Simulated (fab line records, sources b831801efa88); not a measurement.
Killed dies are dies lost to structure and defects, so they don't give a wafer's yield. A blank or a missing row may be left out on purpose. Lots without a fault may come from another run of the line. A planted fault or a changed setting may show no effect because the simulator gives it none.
fab line records | flow sky130
record lots=6 wafers=18 last_day=50
route steps=708 shown VT_ADJUST_LVTN@100 PAD_OPEN@708
lots that met no fault: from a run of the same line without faults
start_h: hours from the record's first day to the start of the lot's first wafer shown | wait_h: hours since the lot's step before | " the same as in the row above | L1.1+2: a row that stands for several wafers | - no value, or no start given | * or withheld: withheld | < > ~ a bound
route shown NAME@n: a module of which the file shows steps, and the number in the route of the first | usual: mean/standard deviation of fault-free wafers | same: alike in all rows | chamber/n: place in a boat | sites: the reading at each site | _std_site: their standard deviation | _edge_site: outer sites' mean less inner sites' | radius_mm: how far each site lies from the wafer's centre | mask NAME#n: copy n | behind: the tool/chamber that last shaped the wafer | hold: why the lot was held/for how many hours/how that ended | device: the transistor (n, p or np) that didn't switch | end of line: the same wafers' tests at the end of the route | a step without rows: its recipe alone | killed: dies lost to structure and defects at the first sort, not the wafer's yield | map: a wafer's dies, x killed, . not, _ none there
set.NAME: the setting as run; set.NAME@STEP: as run at that earlier step | model.NAME: the simulator's own value behind a step, which no gauge read
lots at some steps of the route; a table a step, a row a wafer
services: from which hour (start_h, from the record's first day; less than 0 if before it) a tool's chamber was out of use, for how many hours, and why
## steps
# step SKY_VT_ADJUST_LVTN_SOFTBAKE_03
# recipe temp_c=110 time_s=withheld
# step SKY_VT_ADJUST_LVTN_EXPOSE_04
# recipe mask_id=NWM_COMPLEMENT_LESS_NATIVE na=0.6 source_shape=conventional sigma_outer=0.6 polarization=unpolarized target_cd_nm=840 dose_mj=194
# step SKY_VT_ADJUST_LVTN_PEB_05
# recipe temp_c=115 time_s=withheld
# step SKY_VT_ADJUST_LVTN_DEVELOP_06
# recipe wall_angle_deg=90 developer=TMAH develop_time_s=60 dev_temp_c=23
# step SKY_VT_ADJUST_LVTN_OVL_MEAS_07
# usual VT_ADJUST_LVTN_OVL=0.0/1.3
# columns lot.wafer tool chamber start_h wait_h VT_ADJUST_LVTN_OVL[nm]
L620.1 overlay-02 - 153.09 - -1.0
L620.4 " - " " -1.0
L620.6 " - " " -1.5
L625.2 overlay-02 - 181.64 - -0.1
L625.3 " - " " 1.6
L625.6 " - " " -0.9
L632.4 overlay-02 - 228.46 - 1.3
L632.5 " - " " 0.3
L632.6 " - " " 0.3
L633.2 overlay-02 - 230.76 - -2.3
L633.3 " - " " 0.2
L633.5 " - " " -0.6
L634.3 overlay-02 - 236.70 - -0.3
L634.5 " - " " 0.4
L634.6 " - " " -0.2
L641.1 overlay-01 - 284.69 - 0.9
L641.4 " - " " -0.7
L641.6 " - " " 1.1
# step SKY_VT_ADJUST_LVTN_IMPLANT_08
# recipe species=B energy_kev=30 dose_cm2=1.57e+12 tilt_deg=withheld
# step SKY_VT_ADJUST_LVTN_STRIP_09
# recipe chemistry=O2/N2 power_w=1400 pressure_mtorr=1500 platen_temp_c=withheld o2_flow_sccm=3000 n2_flow_sccm=300 overash_fraction=0.5
# usual drypump_motor_current_A=5.7/0.44 oes_product_au=0.722/0.0042 strip_time_to_endpoint_s=36.92/0.086
# columns lot.wafer tool chamber start_h wait_h drypump_motor_current_A oes_product_au rf_hours_counter_h strip_time_to_endpoint_s
L620.1 plasma_asher-02 1 153.28 0.1 6.4 0.723 48 36.82
L620.4 " 0 " " 5.6 0.723 - 36.89
L620.6 " 1 " " 6.4 0.721 - 36.84
L625.2 plasma_asher-02 1 181.82 0.1 6.4 0.727 51 36.86
L625.3 " 1 " " 6.4 0.725 - 36.91
L625.6 " 1 " " 6.4 0.722 - 36.85
L632.4 plasma_asher-03 1 228.66 0.1 5.2 0.721 - 36.87
L632.5 " 1 " " 5.2 0.720 - 36.86
L632.6 " 0 " " 5.3 0.722 - 36.73
L633.2 plasma_asher-03 0 230.94 0.1 5.3 0.718 39 36.80
L633.3 " 1 " " 5.2 0.720 - 36.89
L633.5 " 0 " " 5.3 0.719 - 36.85
L634.3 plasma_asher-03 1 236.91 0.1 5.2 0.721 - 36.72
L634.5 " 0 " " 5.3 0.719 - 36.95
L634.6 " 1 " " 5.2 0.726 - 36.75
L641.1 plasma_asher-01 0 284.88 0.1 6.1 0.718 63 36.96
L641.4 " 1 " " 5.9 0.729 - 37.12
L641.6 " 0 " " 6.1 0.720 - 36.94
# step SKY_VT_ADJUST_LVTN_TW_MEAS_10
# usual VT_ADJUST_LVTN_TW=244.0/1.7
# columns lot.wafer tool chamber start_h wait_h VT_ADJUST_LVTN_TW
L620.1 film_metro-04 - 153.38 0.1 244.3
L620.4 " - " " 243.8
L620.6 " - " " 243.1
L625.2 film_metro-04 - 181.93 0.1 243.2
L625.3 " - " " 243.0
L625.6 " - " " 245.4
L632.4 film_metro-03 - 228.76 0.1 245.9
L632.5 " - " " 245.5
L632.6 " - " " 246.4
L633.2 film_metro-02 - 231.05 0.1 242.9
L633.3 " - " " 244.2
L633.5 " - " " 243.7
L634.3 film_metro-04 - 237.00 0.1 243.2
L634.5 " - " " 244.0
L634.6 " - " " 242.7
L641.1 film_metro-04 - 284.98 0.1 243.1
L641.4 " - " " 243.1
L641.6 " - " " 244.1
# step SKY_VT_ADJUST_LVTN_DEHYDRATE_11
# recipe temp_c=200 time_s=60
# step SKY_VT_ADJUST_LVTN_HMDS_12
# recipe prime_time_s=60 prime_temp_c=120
# step SKY_VT_ADJUST_LVTN_COAT_13
# recipe resist=NOVOLAK spin_rpm=3000 resist_thk_nm=1140
# step SKY_VT_ADJUST_LVTN_SOFTBAKE_14
# recipe temp_c=90 time_s=60 resist=NOVOLAK
# step SKY_VT_ADJUST_LVTN_EXPOSE_15
# recipe mask_id=HVN_STD_DERIVED na=0.6 source_shape=conventional sigma_outer=0.6 polarization=unpolarized target_cd_nm=600 dose_mj=163
# usual exposure_dose_mJ_cm2=162.99/0.17
# columns lot.wafer tool chamber start_h wait_h mask exposure_dose_mJ_cm2
L620.1 iline_stepper-01 0 163.50 - HVN_STD_DERIVED#0 162.90
L620.4 " 0 " " HVN_STD_DERIVED#0 163.14
L620.6 " 0 " " HVN_STD_DERIVED#0 162.96
L625.2 iline_stepper-02 0 192.73 - HVN_STD_DERIVED#0 162.69
L625.3 " 0 " " HVN_STD_DERIVED#0 163.02
L625.6 " 0 " " HVN_STD_DERIVED#0 162.96
L632.4 iline_stepper-01 0 238.88 - HVN_STD_DERIVED#0 184.05
L632.5 " 0 " " HVN_STD_DERIVED#0 184.07
L632.6 " 0 " " HVN_STD_DERIVED#0 184.24
L633.2 iline_stepper-02 0 242.18 - HVN_STD_DERIVED#0 163.27
L633.3 " 0 " " HVN_STD_DERIVED#0 163.04
L633.5 " 0 " " HVN_STD_DERIVED#0 163.28
L634.3 iline_stepper-01 0 248.71 - HVN_STD_DERIVED#0 184.40
L634.5 " 0 " " HVN_STD_DERIVED#0 184.08
L634.6 " 0 " " HVN_STD_DERIVED#0 184.15
L641.1 iline_stepper-02 0 297.90 - HVN_STD_DERIVED#0 162.89
L641.4 " 0 " " HVN_STD_DERIVED#0 163.20
L641.6 " 0 " " HVN_STD_DERIVED#0 163.02
# step SKY_VT_ADJUST_LVTN_PEB_16
# recipe temp_c=withheld time_s=* resist=NOVOLAK
# step SKY_PAD_OPEN_PROBE_99
# usual killed_at_M0_to_M3=43/8 killed_at_M4_up=2.9/1.6 killed_at_contacts=26/5.2 killed_at_front_end=15/4.3 killed_at_other=0.3/0.56 killed_dies=87/10 killed_open=48/6.9 killed_short=40/6.5
# same gross_dies=492 killed_at_back_side=0
# columns lot.wafer tool chamber start_h wait_h killed_at_M0_to_M3 killed_at_M4_up killed_at_contacts killed_at_front_end killed_at_other killed_dies killed_open killed_short
L620.1 prober-01 - 1084.02 0.1 38 1 22 13 1 75 39 36
L620.4 prober-01 - 1084.17 0.2 39 1 33 19 0 92 49 43
L620.6 prober-01 - 1084.27 0.2 43 3 25 17 0 88 50 38
L625.2 prober-01 - 1111.51 0.1 46 4 27 21 0 98 47 51
L625.3 prober-01 - 1111.56 0.2 51 3 24 7 0 85 43 42
L625.6 prober-01 - 1111.71 0.2 46 4 28 12 0 90 46 44
L632.4 prober-02 - 1154.74 0.2 54 1 25 22 0 102 54 48
L632.5 prober-02 - 1154.79 0.2 31 3 20 11 1 66 35 31
L632.6 prober-02 - 1154.84 0.2 42 2 20 12 1 77 41 36
L633.2 prober-02 - 1154.94 0.3 37 1 21 11 1 71 42 29
L633.3 prober-02 - 1154.99 0.3 44 2 26 14 0 86 52 34
L633.5 prober-02 - 1155.09 0.4 30 4 21 8 0 63 36 27
L634.3 prober-02 - 1161.66 0.2 42 4 24 12 0 82 43 39
L634.5 prober-02 - 1161.76 0.2 45 4 25 12 0 86 48 38
L634.6 prober-02 - 1161.81 0.2 41 3 35 10 0 89 43 46
L641.1 prober-01 - 1195.00 0.1 41 3 17 10 0 71 46 25
L641.4 prober-01 - 1195.15 0.2 48 5 30 23 0 106 58 48
L641.6 prober-01 - 1195.25 0.2 38 1 35 21 0 95 51 44
# killed by level:class
L620.1 METAL1:geometric_particle:short=8 CONTACT:geometric_particle:open=8 VIA1:geometric_particle:open=8 LI_CONTACT:geometric_particle:open=7 METAL2:geometric_particle:short=6 VIA2:geometric_particle:open=5 VIA3:geometric_particle:open=5 POLY_GATE:geometric_particle:short=4
L620.4 CONTACT:geometric_particle:open=11 VIA1:geometric_particle:open=9 VIA3:geometric_particle:open=8 LI_CONTACT:geometric_particle:open=7 CONTACT:geometric_particle:short=6 METAL1:geometric_particle:short=6 FIELD_ISO:geometric_particle:short=5 FIELD_ISO:geometric_particle:open=5
L620.6 CONTACT:geometric_particle:open=9 VIA3:geometric_particle:open=9 LI_CONTACT:geometric_particle:open=7 VIA1:geometric_particle:open=7 METAL2:geometric_particle:short=7 FIELD_ISO:geometric_particle:short=5 METAL1:geometric_particle:short=5 CONTACT:geometric_particle:short=5
L625.2 CONTACT:geometric_particle:open=11 FIELD_ISO:geometric_particle:short=9 CONTACT:geometric_particle:short=7 METAL1:geometric_particle:short=7 VIA2:geometric_particle:open=7 POLY_GATE:geometric_particle:open=5 VIA1:geometric_particle:open=5 LI_CONTACT:geometric_particle:open=4
L625.3 CONTACT:geometric_particle:open=11 METAL1:geometric_particle:short=7 VIA1:geometric_particle:short=7 VIA3:geometric_particle:open=7 VIA1:geometric_particle:open=6 LI_CONTACT:geometric_particle:open=5 METAL2:geometric_particle:short=5 METAL3:geometric_particle:short=5
L625.6 CONTACT:geometric_particle:open=12 VIA2:geometric_particle:open=8 LI_CONTACT:geometric_particle:open=7 VIA1:geometric_particle:open=6 METAL1:geometric_particle:short=6 VIA3:geometric_particle:short=6 METAL2:geometric_particle:short=5 METAL3:geometric_particle:short=5
L632.4 VIA1:geometric_particle:open=20 LOCAL_INTERCONNECT:geometric_particle:short=12 VIA1:geometric_particle:short=9 FIELD_ISO:geometric_particle:open=8 CONTACT:geometric_particle:open=7 VIA2:geometric_particle:open=6 FIELD_ISO:geometric_particle:short=5 METAL1:geometric_particle:short=5
L632.5 CONTACT:geometric_particle:open=8 VIA3:geometric_particle:open=6 CONTACT:geometric_particle:short=5 VIA1:geometric_particle:open=5 VIA2:geometric_particle:open=4 METAL1:geometric_particle:short=4 FIELD_ISO:geometric_particle:short=3 LI_CONTACT:geometric_particle:open=3
L632.6 VIA1:geometric_particle:open=10 LI_CONTACT:geometric_particle:open=7 VIA2:geometric_particle:open=7 POLY_GATE:geometric_particle:short=5 CONTACT:geometric_particle:open=5 VIA1:geometric_particle:short=5 VIA3:geometric_particle:open=5 METAL3:geometric_particle:short=5
L633.2 LI_CONTACT:geometric_particle:open=10 VIA1:geometric_particle:open=10 CONTACT:geometric_particle:short=5 FIELD_ISO:geometric_particle:short=4 FIELD_ISO:geometric_particle:open=4 VIA1:geometric_particle:short=4 CONTACT:geometric_particle:open=4 VIA2:geometric_particle:open=4
L633.3 VIA2:geometric_particle:open=11 VIA3:geometric_particle:open=9 LI_CONTACT:geometric_particle:open=8 VIA3:geometric_particle:short=6 LOCAL_INTERCONNECT:geometric_particle:short=5 CONTACT:geometric_particle:open=5 FIELD_ISO:geometric_particle:open=4 POLY_GATE:geometric_particle:open=4
L633.5 CONTACT:geometric_particle:open=7 LOCAL_INTERCONNECT:geometric_particle:short=6 METAL1:geometric_particle:short=5 LI_CONTACT:geometric_particle:open=5 VIA1:geometric_particle:open=5 VIA1:geometric_particle:short=4 VIA3:geometric_particle:open=4 VIA2:geometric_particle:open=4
L634.3 POLY_GATE:geometric_particle:open=7 VIA3:geometric_particle:open=7 CONTACT:geometric_particle:open=7 VIA1:geometric_particle:short=7 METAL2:geometric_particle:short=6 VIA1:geometric_particle:open=6 VIA2:geometric_particle:open=5 LI_CONTACT:geometric_particle:open=5
L634.5 CONTACT:geometric_particle:open=11 METAL1:geometric_particle:short=10 LI_CONTACT:geometric_particle:open=8 VIA1:geometric_particle:open=7 VIA2:geometric_particle:open=6 VIA3:geometric_particle:open=6 POLY_GATE:geometric_particle:open=5 VIA3:geometric_particle:short=5
L634.6 LI_CONTACT:geometric_particle:open=15 METAL2:geometric_particle:short=11 CONTACT:geometric_particle:open=6 VIA1:geometric_particle:short=6 LI_CONTACT:geometric_particle:short=4 LOCAL_INTERCONNECT:geometric_particle:short=4 CONTACT:geometric_particle:short=4 VIA1:geometric_particle:open=4
L641.1 CONTACT:geometric_particle:open=10 VIA1:geometric_particle:open=7 VIA3:geometric_particle:open=6 VIA1:geometric_particle:short=5 LI_CONTACT:geometric_particle:open=5 METAL1:geometric_particle:short=5 VIA2:geometric_particle:open=5 FIELD_ISO:geometric_particle:open=4
L641.4 CONTACT:geometric_particle:open=10 VIA1:geometric_particle:open=10 VIA3:geometric_particle:open=10 VIA2:geometric_particle:open=7 LI_CONTACT:geometric_particle:open=6 POLY_GATE:geometric_particle:short=5 POLY_GATE:geometric_particle:open=5 LOCAL_INTERCONNECT:geometric_particle:short=5
L641.6 LI_CONTACT:geometric_particle:open=10 CONTACT:geometric_particle:open=9 CONTACT:geometric_particle:short=7 VIA3:geometric_particle:open=7 POLY_GATE:geometric_particle:short=6 LOCAL_INTERCONNECT:geometric_particle:short=6 VIA2:geometric_particle:open=6 POLY_GATE:geometric_particle:open=5
## services
# columns tool chamber start_h hours kind
iline_stepper-02 - 159.21 1.7 pm
iline_stepper-01 - 166.14 18.6 repair
iline_stepper-02 - 232.44 4.6 repair
iline_stepper-02 - 269.51 4.3 repair
iline_stepper-01 - 276.45 1.9 repair
## key
first_sign step=SKY_VT_ADJUST_LVTN_EXPOSE_15 reading=exposure_dose_mJ_cm2 direction=up sigmas=99+ usual=* struck=*
effect none on later readings
met_at SKY_VT_ADJUST_LVTN_EXPOSE_15
struck_wafers L632.4,L632.5,L632.6,L634.3,L634.5,L634.6
tester_left_out L632,L634
onset_between 163.50 238.88
fault kind=process_parameter_drift tool=iline_stepper-01 chamber=- onset_h=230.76 steps=SKY_VT_ADJUST_LVTN_EXPOSE_15 channel=dose_mj offset=21.334 shape=step acts_in=these_recipes_only stated=163
# tester_left_out: of these lots the tester's yield and bins aren't shown, on N5 and GAA mostly nor the transistor test; their killed dies are dies lost to structure and defects alone, not to doping, threshold or leakage, so they don't give the yield
